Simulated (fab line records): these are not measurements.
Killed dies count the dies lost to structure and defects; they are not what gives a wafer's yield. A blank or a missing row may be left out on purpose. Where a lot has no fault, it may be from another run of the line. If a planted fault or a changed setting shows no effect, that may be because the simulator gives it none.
A struck lot beside a sound one | flow gf180mcu | 16 steps out of a route of 602
Sound: wafers L858.1, L858.3, L858.4. Wafers L849.3, L849.4, L849.5 were the ones struck. Last of all comes the cause.
At each step with rows: each side's tool, then ch and its chambers, then its first start. Under that, the readings that differ: sound wafers | struck wafers | difference of the means | sigmas: that difference in standard deviations of wafers without a fault.
alike: readings with means less than 2 such deviations apart, plus words and numbers identical on both sides. not compared: withheld readings, readings lacking a value on some wafer, bounds such as >300 that could conceal the same value, and numbers that have no deviation in the record and whose values overlap.
The two part at a step that has a row with sigmas, a row that says differs or no value, or rows on one side only. Numbers that don't overlap but have no deviation are shown without sigmas and don't part them. Lack of a reading on every wafer of one side parts them only where that side has two or more wafers.

GF_M3_SPUTTER_04: material TiN, target thk 50 nm, time 41.7 s.
  struck on pvdSputter-04, day 23 21:46; sound on pvdSputter-04, day 26 14:52
  alike: chamberPressurePa, throttleValvePct
GF_M3_RS_MEAS_05: uses a four-point probe to measure.
  struck on filmMetro-04, day 23 21:51; sound on filmMetro-01, day 26 14:55
reading             | sound                | struck               | difference | sigmas
M3_ALCU_RS (ohm/sq) | 0.0695 0.0701 0.0697 | 0.0687 0.0683 0.0680 | -0.0014    | -2
GF_M3_THK_MEAS_06: measures by xrf.
  struck on filmMetro-04, day 23 21:57; sound on filmMetro-01, day 26 15:02
reading          | sound       | struck      | difference | sigmas
M3_ALCU_THK (nm) | 443 438 442 | 449 450 454 | +10        | +2
then, 7 steps without rows for these wafers: GF_M3_DEHYDRATE_07 (time 60 s); GF_M3_HMDS_08 (prime time 60 s); GF_M3_COAT_09 (resist thk 1000 nm); GF_M3_SOFTBAKE_10 (time 60 s); GF_M3_EXPOSE_11 (exposes mask Metal3, target cd 280 nm); GF_M3_PEB_12 (peb time 90 s); GF_M3_DEVELOP_13 (develop time 60 s).
GF_M3_CD_MEAS_14 targets a cd of 280 nm.
  struck on cdSem-02, day 24 19:42; sound on cdSem-01, day 27 11:34
  alike: cdNm
GF_M3_OVL_MEAS_15:
  struck on overlay-01, day 24 19:47; sound on overlay-01, day 27 11:41
  alike: M3_OVL
GF_M3_METAL_ETCH_16: etches the open film in Cl2/BCl3, stops on SiO2, target depth 750.8 nm, time 125.1 s.
  sound on rieMetal-02 ch 0,1, day 27 11:43; struck on rieMetal-03 ch 0,1, day 24 19:52
  no value came back on the struck wafers for any of 5 readings (bcl3FlowSccm (sccm), biasW (W) and others); on the sound wafers bcl3FlowSccm (sccm) reads 40.02 39.85 39.91
reading                            | sound           | struck            | difference | sigmas
model.KrF_of_M3_COAT_09.thkNm (nm) | 667.7 670 669.3 | 981.6 980.5 982.7 | +312.6     | 
  not compared: rfHoursCounterH
GF_M3_STRIP_17: strips in O2/N2.
  sound on plasmaAsher-01 ch 0,1, day 27 11:51; struck on plasmaAsher-02 ch 0,1, day 24 19:58
reading                  | sound             | struck            | difference | sigmas
oesProductAu (a.u.)      | 0.532 0.539 0.530 | 0.656 0.655 0.658 | +0.123     | +25
stripTimeToEndpointS (s) | 7.21 7.24 7.23    | 10.18 10.15 10.18 | +2.94      | +47
  alike: drypumpMotorCurrentA, heaterPowerW
  not compared: rfHoursCounterH
then, 1 step without rows for these wafers: GF_M3_STRIP_18 (strips in post etch residue remover, time 1200 s).
-- the record jumps here: 7 days lie between the struck wafers' starts before and after (it left off in module M3 and takes up again in module PASSIVATION, whose first step shown is number 602 of the route) --
GF_PASSIVATION_PROBE_99:
  only the struck wafers here have rows in the record (prober-02, day 31 20:30); the sound ones have none

WHERE THEY PART
Last at GF_PASSIVATION_PROBE_99 as far as this record goes, first at GF_M3_RS_MEAS_05.

WHY: what had been put in by the simulator
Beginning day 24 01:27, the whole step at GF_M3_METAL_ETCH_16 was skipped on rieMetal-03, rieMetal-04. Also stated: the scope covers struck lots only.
